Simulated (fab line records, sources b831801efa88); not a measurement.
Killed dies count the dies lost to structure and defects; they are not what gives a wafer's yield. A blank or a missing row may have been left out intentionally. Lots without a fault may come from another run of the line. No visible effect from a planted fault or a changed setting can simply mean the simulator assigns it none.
Matching of chambers	flow sky130	SKY_FIELD_ISO_ETCH_14 on rieDiel-04 has 4 sister chambers
The step etches BARC in N2/H2, stops on SiO2, time 45.9 s, target depth 60 nm. 16 wafers are shown with their chamber, then 8 later ones without.

== WAFERS WITH THEIR CHAMBER ==
wafer	chamber	drypumpMotorCurrentA (A)	oesProductAu (a.u.)	throttleValvePct (%)
L074.2	0	6.2	0.856	13.222
L074.4	1	5.9	0.854	13.219
L074.5	0	6.2	0.852	13.229
L076.1	3	6.3	0.854	13.222
L076.4	1	5.8	0.843	13.242
L076.6	2	4.9	0.850	13.230
L077.1	0	6.2	0.849	13.224
L077.2	1	5.9	0.854	13.237
L077.6	0	6.2	0.846	13.215
L081.3	1	5.9	0.857	13.236
L081.4	3	6.3	0.858	13.236
L081.6	3	6.3	0.858	13.223
L084.2	0	6.2	0.853	13.220
L084.3	3	6.3	0.851	13.225
L084.6	3	6.3	0.860	13.223
L085.1	3	6.3	0.866	13.236

SIGNATURES, as means of the wafers listed above
reading	chamber 0	chamber 1	chamber 2	chamber 3	scatter within a chamber
drypumpMotorCurrentA	6.200	5.875	4.900	6.300	0.025
oesProductAu	0.85120	0.85200	0.85000	0.85783	0.00505
throttleValvePct	13.22200	13.23350	13.23000	13.22750	0.00724
Rule: for a wafer and a chamber, the distance is found by dividing, reading by reading, the gap between the wafer's reading and the chamber's mean by the reading's scatter, squaring, summing and taking the root. If the next closest chamber is less than 2 further off than the closest, the wafer can't be placed; otherwise it belongs to the closest. The scatter: the root of (the sum of the squares of (reading less its chamber's mean) over the shown wafers, divided by (wafers less chambers)).

== WAFERS WHOSE CHAMBER IS MISSING ==
wafer	drypumpMotorCurrentA (A)	oesProductAu (a.u.)	throttleValvePct (%)
L085.2	4.9	0.859	13.230
L085.3	5.9	0.864	13.213
L093.1	5.9	0.854	13.215
L093.3	6.3	0.858	13.238
L093.6	5.9	0.852	13.225
L096.3	6.2	0.858	13.226
L096.5	4.9	0.859	13.230
L096.6	5.9	0.853	13.229

== CHAMBER TAKEN BY EACH ==
wafer	from the rows above	in truth
L085.2	2	2
L085.3	1	1
L093.1	1	1
L093.3	3	3
L093.6	1	1
L096.3	0	0
L096.5	2	2
L096.6	1	1
8 of 8 placed correctly. Can't be placed from these rows: 0. Wrongly placed: 0.
